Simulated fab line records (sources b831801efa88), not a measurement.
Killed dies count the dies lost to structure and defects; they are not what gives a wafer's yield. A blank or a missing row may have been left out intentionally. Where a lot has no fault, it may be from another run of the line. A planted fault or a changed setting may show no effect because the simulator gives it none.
Matching of chambers -- flow sky130 -- cmp-01 running SKY_LI_CONTACT_CMP_02: 4 sister chambers
The step polishes PSG. 4 wafers are shown with their chamber, then 8 later ones without.

WAFERS WITH THEIR CHAMBER
wafer,chamber,motor_current_A (A)
L616.5,1,9.4
L629.2,3,12.4
L629.6,0,9.9
L630.2,2,12.5

WAFERS WITH NO CHAMBER GIVEN
wafer,motor_current_A (A)
L630.5,12.0
L630.6,9.7
L631.2,9.6
L631.5,10.0
L631.6,12.9
L633.1,9.8
L633.5,12.9
L633.6,12.7

CHAMBER TAKEN BY EACH
wafer,from the rows above,in truth
L630.5,can't be placed: 3 or 2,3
L630.6,can't be placed: 0 or 1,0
L631.2,can't be placed: 1 or 0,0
L631.5,can't be placed: 0 or 1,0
L631.6,can't be placed: 2 or 3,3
L633.1,can't be placed: 0 or 1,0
L633.5,can't be placed: 2 or 3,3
L633.6,can't be placed: 2 or 3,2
Placed correctly: 0 of 8. From these rows, 8 cannot be placed; in 8 the true chamber is one of the candidates. Placed wrongly: 0.
How it was worked out, from the rows above alone: a wafer's distance from a chamber is the root of the sum, over the readings, of the square of ((its reading less the chamber's mean) divided by the reading's scatter). If the next closest chamber is less than 2 further off than the closest, the wafer can't be placed; otherwise it belongs to the closest. The mean given for a chamber averages the wafers shown for that chamber. The scatter: with one shown wafer a chamber, the root of the mean of the squares of how far each hidden wafer lies from its nearest shown one.
